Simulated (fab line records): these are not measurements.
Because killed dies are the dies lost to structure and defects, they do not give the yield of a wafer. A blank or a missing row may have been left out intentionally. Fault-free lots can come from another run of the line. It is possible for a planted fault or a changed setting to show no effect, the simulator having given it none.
What tool caused it?	flow sky130	11 lots with 33 wafers sampled at 5 steps, on a route of 708 steps

WHAT THE GAUGES SHOWED, per wafer
SKY_CAPM_OVL_MEAS_12. Usual: for CAPM_OVL the level is 1.0 nm and the standard deviation is 1.4.
lot	measured	on	CAPM_OVL (nm)	flag
L193	day 38 07:06	overlay-01	2.4 2.5 2.3	
L196	day 39 11:19	overlay-01	1.6 1.6 2.8	
L199	day 40 04:54	overlay-02	-0.3 2.5 -1.2	
L202	day 41 00:39	overlay-02	-0.4 0.4 -0.9	
L206	day 42 05:15	overlay-02	0.4 0.3 1.0	
L207	day 42 15:22	overlay-02	-1.7 0.3 -2.7	
L208	day 43 06:40	overlay-01	1.0 1.4 1.3	
L209	day 43 08:23	overlay-02	-1.3 1.7 -0.1	
L211	day 43 10:36	overlay-02	0.6 1.6 1.3	
L210	day 43 12:40	overlay-01	1.8 0.0 -0.2	
L212	day 43 16:58	overlay-01	2.4 2.4 1.1	

SKY_VIA3_BOW_MEAS_03. Usual: for VIA3_BOW the level is 78 um and the standard deviation is 8.5.
lot	measured	on	VIA3_BOW (um)	flag
L193	day 39 09:11	film metro-02	68 71 79	
L196	day 40 14:18	film metro-02	59 76 59	
L199	day 41 07:50	film metro-01	78 88 74	
L202	day 42 02:16	film metro-02	84 83 73	
L206	day 43 07:05	film metro-01	81 98 90	
L207	day 43 16:11	film metro-04	69 76 77	
L208	day 44 08:07	film metro-04	64 80 80	
L209	day 44 08:57	film metro-02	84 81 81	
L211	day 44 11:59	film metro-01	85 90 92	
L210	day 44 14:05	film metro-02	69 75 84	
L212	day 44 18:18	film metro-02	68 73 78	

TOOL THAT RAN EACH LOT (tool first, then ch and the chambers of the sampled wafers, then the start)
lot	SKY_METAL3_SPUTTER_01	SKY_METAL3_ETCH_16	SKY_METAL3_STRIP_19
L193	pvd sputter-03, day 37 04:56	rie metal-03 ch 0,1, day 39 07:46	plasma asher-03 ch 0,1, day 39 08:04
L196	pvd sputter-04, day 38 10:06	rie metal-04 ch 0,1, day 40 12:45	plasma asher-03 ch 0,1, day 40 13:03
L199	pvd sputter-04, day 39 04:38	rie metal-03 ch 0,1, day 41 06:16	plasma asher-04 ch 0,1, day 41 06:34
L202	pvd sputter-04, day 40 00:22	rie metal-03 ch 0,1, day 42 00:50	plasma asher-02 ch 0, day 42 01:08
L206	pvd sputter-01, day 41 05:02	rie metal-02 ch 0,1, day 43 05:37	plasma asher-02 ch 0, day 43 05:55
L207	pvd sputter-04, day 41 15:17	rie metal-02 ch 0,1, day 43 14:45	plasma asher-02 ch 0,1, day 43 15:03
L208	pvd sputter-04, day 42 08:09	rie metal-02 ch 0,1, day 44 06:20	plasma asher-04 ch 0,1, day 44 06:38
L209	pvd sputter-01, day 42 09:40	rie metal-04 ch 0,1, day 44 07:28	plasma asher-04 ch 0,1, day 44 07:46
L211	pvd sputter-03, day 42 10:56	rie metal-03 ch 0,1, day 44 10:34	plasma asher-02 ch 0,1, day 44 10:52
L210	pvd sputter-03, day 42 13:37	rie metal-03 ch 1, day 44 12:28	plasma asher-02 ch 0, day 44 12:46
L212	pvd sputter-03, day 42 18:02	rie metal-02 ch 0,1, day 44 16:41	plasma asher-02 ch 0,1, day 44 17:01
- SKY_METAL3_SPUTTER_01: material TiN, target thk 20 nm, time 16.7 s.
- SKY_METAL3_ETCH_16: etches BARC in N2/H2, stops on SiO2, time 88.2 s, target depth 60 nm.
- SKY_METAL3_STRIP_19: strips in O2/N2.

WHAT THE TOOLS THEMSELVES READ (means of the sampled wafers that have a number; where no wafer has one, the mark that the record gives instead)
SKY_METAL3_SPUTTER_01. Usual: 29.9 % for throttle valve pct, sd 0.88.
lot	tool	throttle valve pct (%)	flag
L193	pvd sputter-03	30.2	
L196	pvd sputter-04	29.4	
L199	pvd sputter-04	29.5	
L202	pvd sputter-04	30.7	
L206	pvd sputter-01	29.7	
L207	pvd sputter-04	30.8	
L208	pvd sputter-04	30.3	
L209	pvd sputter-01	29.5	
L211	pvd sputter-03	30.3	
L210	pvd sputter-03	29.3	
L212	pvd sputter-03	30.1	

SKY_METAL3_ETCH_16. Usual: drypump motor current A 5.55 A, standard deviation 0.29; oes product au 0.627 a.u., standard deviation 0.0049; throttle valve pct 13.206 %, standard deviation 0.0092.
lot	tool	drypump motor current A (A)	oes product au (a.u.)	throttle valve pct (%)	flag
L193	rie metal-03	5.64	0.629	13.214	
L196	rie metal-04	5.85	0.629	13.201	
L199	rie metal-03	5.63	0.625	13.206	
L202	rie metal-03	5.55	0.624	13.203	
L206	rie metal-02	5.44	0.623	13.205	
L207	rie metal-02	5.43	0.627	13.207	
L208	rie metal-02	5.24	0.623	13.204	
L209	rie metal-04	5.86	0.629	13.210	
L211	rie metal-03	5.58	0.628	13.210	
L210	rie metal-03	5.72	0.626	13.203	
L212	rie metal-02	5.47	0.628	13.206	

SKY_METAL3_STRIP_19. Usual: drypump motor current A 5.6 A, standard deviation 0.44; oes product au 0.503 a.u., standard deviation 0.0054; strip time to endpoint s 6.54 s, standard deviation 0.066.
lot	tool	drypump motor current A (A)	oes product au (a.u.)	strip time to endpoint s (s)	flag
L193	plasma asher-03	6.1	0.497	6.50	
L196	plasma asher-03	6.0	0.508	6.67	
L199	plasma asher-04	5.9	0.502	6.48	
L202	plasma asher-02	5.5	0.509	6.60	
L206	plasma asher-02	5.5	0.506	6.58	
L207	plasma asher-02	5.1	0.499	6.53	
L208	plasma asher-04	5.7	0.503	6.49	
L209	plasma asher-04	5.8	0.511	6.66	
L211	plasma asher-02	5.3	0.501	6.52	
L210	plasma asher-02	5.5	0.503	6.56	
L212	plasma asher-02	5.1	0.501	6.57	

THE ANSWER, worked out from the rows above alone
Rule: a lot is off if the mean of its wafers that have a number lies more than 3 standard deviations from the usual mean. A lot without any number at a reading at which 4 lots or more have one is off too. All remaining lots with rows at the step are treated as sound. First the gauges in route order, then the tools' own readings, where a lot's mean is used as printed above. The first step at which some lot is off is used, and at that step the reading that is off furthest; a lot without a number counts as furthest.
Nothing can be told from this: no lot is off at any reading shown.

WHAT THE SIMULATOR PUT IN
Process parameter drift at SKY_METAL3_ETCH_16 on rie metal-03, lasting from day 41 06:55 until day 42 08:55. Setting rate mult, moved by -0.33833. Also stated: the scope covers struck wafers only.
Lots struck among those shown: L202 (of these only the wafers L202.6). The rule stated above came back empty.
